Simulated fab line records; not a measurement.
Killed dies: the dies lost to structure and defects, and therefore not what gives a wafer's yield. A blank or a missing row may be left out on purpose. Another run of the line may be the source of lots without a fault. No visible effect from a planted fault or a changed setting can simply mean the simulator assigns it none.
A lot that was struck, set against a sound lot	flow sky130	16 out of 708 route steps
Sound: wafers L168.1, L168.2, L168.6. Wafers struck: L176.1, L176.3, L176.5. The cause comes at the end.
At each step with rows: each side's tool, then ch and its chambers, then its first start. Under that, the readings that differ: sound wafers	struck wafers	difference of the means	sigmas: that difference in standard deviations of wafers without a fault.
alike: same words and numbers on both sides, and readings whose means sit less than 2 such deviations apart. not compared: any withheld reading, any reading some wafer has no value for, any bound like >300 that may hide the same value, and any number with overlapping values for which the record gives no deviation.
A row with sigmas, a row that says differs or no value, or rows on one side alone: a step with any of these is where the two part. Numbers that don't overlap but have no deviation are shown without sigmas and don't part them. A reading missing from all wafers of one side parts the sides only when that side holds two or more wafers.

first, 3 steps without rows for these wafers: SKY_METAL2_EXPOSE_12 (exposes mask MM2, target cd 140 nm); SKY_METAL2_PEB_13; SKY_METAL2_DEVELOP_14 (develop time 60 s).
SKY_METAL2_CD_MEAS_15 targets a cd of 140 nm.
  sound on cd sem-02 at day 35 04:56; struck on cd sem-01 at day 37 20:08
  alike: cd nm
SKY_METAL2_OVL_MEAS_16:
  sound on overlay-02 at day 35 05:04; struck on overlay-02 at day 37 20:16
  alike: METAL2_OVL
SKY_METAL2_DESCUM_17: chemistry O2, time 8 s.
  sound on rie metal-04 ch 0,1, day 35 05:06; struck on rie metal-03 ch 1, day 37 20:18
  alike: drypump motor current A, oes product au
  not compared: rf hours counter h
SKY_METAL2_ETCH_18: etches BARC in N2/H2, stops on SiO2, time 45.9 s, target depth 60 nm.
  sound on rie metal-04 ch 0,1, day 35 05:08; struck on rie metal-03 ch 1, day 37 20:20
  alike: drypump motor current A, oes product au, throttle valve pct
  not compared: rf hours counter h
SKY_METAL2_METAL_ETCH_19: etches the open film in Cl2/BCl3, stops on SiO2, target depth 360 nm, time 78 s.
  sound on rie metal-04 ch 0,1, day 35 05:11; struck on rie metal-03 ch 1, day 37 20:23
reading	sound	struck	difference	sigmas
mfc cl2 sccm (sccm)	60.08 60.13 60.27	59.83 59.78 59.76	-0.37	-2
  alike: drypump motor current A, oes product au, throttle valve pct
  not compared: rf hours counter h
SKY_METAL2_STRIP_20: strips in O2/N2.
  sound on plasma asher-02 ch 0,1, day 35 05:17; struck on plasma asher-04 ch 0,1, day 37 20:29
  alike: drypump motor current A, oes product au, strip time to endpoint s
  not compared: rf hours counter h
then, 3 steps without rows for these wafers: SKY_METAL2_STRIP_21 (strips in post etch residue remover, time 1200 s); SKY_METAL2_CLEAN_22 (cleans in IPA, time 180 s); SKY_METAL2_CLEAN_23 (cleans in O3/DIW).
SKY_VIA2_HDPCVD_00: deposits SiO2, target thk 1180 nm, time 196.7 s.
  sound on hdpcvd-01 ch 1,2, day 35 05:56; struck on hdpcvd-02 ch 0,1,2, day 37 21:08
reading	sound	struck	difference	sigmas
sih4 flow sccm (sccm)	60.01 59.78 59.95	47.92 48.08 48.02	-11.91	-74
model.SiO2_of_VIA2_HDPCVD_00.thk nm (nm)	1172 1152 1169	932 916.1 928.6	-239	
SKY_VIA2_THK_MEAS_01:
  sound on film metro-02 at day 35 06:04; struck on film metro-04 at day 37 21:29
reading	sound	struck	difference	sigmas
VIA2_HDPCVD_THK (nm)	1171 1153 1168	932 916 929	-238	-22
  not compared: hold
SKY_VIA2_CMP_02: polishes SiO2.
  sound on cmp-02 ch 0,1,3, day 35 06:13; struck on cmp-02 ch 1,3, day 38 00:14
reading	sound	struck	difference	sigmas
hold	- - -	await dispo/2.2h/release await dispo/2.2h/release await dispo/2.2h/release	no value on the sound wafers	
  alike: head pressure psi, motor current A, slurry filter dp kPa
then, 1 step without rows for these wafers: SKY_PAD_OPEN_PROBE_99.

## WHERE THEY PART
At SKY_METAL2_METAL_ETCH_19 first; at SKY_VIA2_CMP_02 last (within this record only).

WHY: whatever the simulator had introduced
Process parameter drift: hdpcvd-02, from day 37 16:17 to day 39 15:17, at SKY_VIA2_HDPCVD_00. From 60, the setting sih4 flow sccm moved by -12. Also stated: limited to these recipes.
